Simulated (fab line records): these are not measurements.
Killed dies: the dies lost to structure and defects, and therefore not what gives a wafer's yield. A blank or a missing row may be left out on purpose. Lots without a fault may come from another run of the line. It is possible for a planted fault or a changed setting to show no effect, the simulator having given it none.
One fault seen from 2 desks + flow sky130 + only its own numbers are on each desk; what lay behind them is given at the end

== THE METROLOGY DESK ==
What the gauges read for every lot (on any tool): the sampled wafers with a number, averaged. If a lot's mean is further than 4 standard deviations from the usual mean, the lot is out of limits and carries the mark OUT (the distance appears in the brackets).
Columns: A = NWELL_TW at SKY_NWELL_TW_MEAS_15, usual 1816; B = NWELL_RS at SKY_NWELL_RS_MEAS_29, usual 625.6 ohm/sq
| lot  | first seen here | A    | B               |
|------|-----------------|------|-----------------|
| L819 | day 5 08:14     | 1846 | 624.2           |
| L820 | day 5 15:47     | 1840 | 622.4           |
| L821 | day 5 18:52     | 1839 | 624.8           |
| L822 | day 5 21:42     | 1813 | 622.7           |
| L824 | day 6 08:29     | 1788 | 627.2           |
| L825 | day 6 09:09     | 1793 | 623.8           |
| L826 | day 6 19:19     | 1835 | 626.0           |
| L827 | day 7 00:51     | 1826 | 626.9           |
| L828 | day 7 02:58     | 1825 | 627.2           |
| L832 | day 7 22:44     | 1771 | 652.5 (+14) OUT |
| L833 | day 8 06:52     | 1760 | 657.1 (+17) OUT |
This desk's finding: out of limits on L832, L833; first on L832, day 8 19:42 (NWELL_RS at SKY_NWELL_RS_MEAS_29). Within limits: L819, L820, L821, L822, L824, L825, L826, L827, L828.

== FOR THE TOOL OWNER'S DESK: implanter-01 ==
For each lot that ran on this tool, the mean over its sampled wafers that have a number, from the tool's own readings at SKY_NWELL_IMPLANT_11. If a lot's mean is further than 4 standard deviations from the usual mean, the lot is out of limits and carries the mark OUT (the distance appears in the brackets).
Columns: A = beam energy keV at SKY_NWELL_IMPLANT_11, usual 399.98; B = beam on s at SKY_NWELL_IMPLANT_11, usual 10.00 s
| lot  | first seen here | A                        | B     |
|------|-----------------|--------------------------|-------|
| L821 | day 5 18:19     | 399.89                   | 10.05 |
| L822 | day 5 21:10     | 399.94                   | 10.14 |
| L832 | day 7 22:11     | 331.18 (-99 or more) OUT | 10.03 |
| L833 | day 8 06:20     | 331.20 (-99 or more) OUT | 9.92  |
Finding of this desk: L832, L833 out of limits; the first was L832 at day 7 22:11, on beam energy keV at SKY_NWELL_IMPLANT_11. Within limits: L821, L822.

== BROUGHT TOGETHER ==
At day 7 22:11, on L832, L833, the tool owner's desk was in a position to raise an alarm.
The metrology desk could have raised an alarm at day 8 19:42, on L832, L833.
Of the lots named, all ran SKY_NWELL_IMPLANT_11 on implanter-01.

== WHAT THE SIMULATOR PUT IN ==
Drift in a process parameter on implanter-01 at SKY_NWELL_IMPLANT_11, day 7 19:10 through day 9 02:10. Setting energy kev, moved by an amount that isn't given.
Struck lots among those shown: L832, L833.
Delay (hours) between the fault's onset and each desk's first out-of-limits reading: 3 at the tool owner's desk, 25 at the metrology desk.
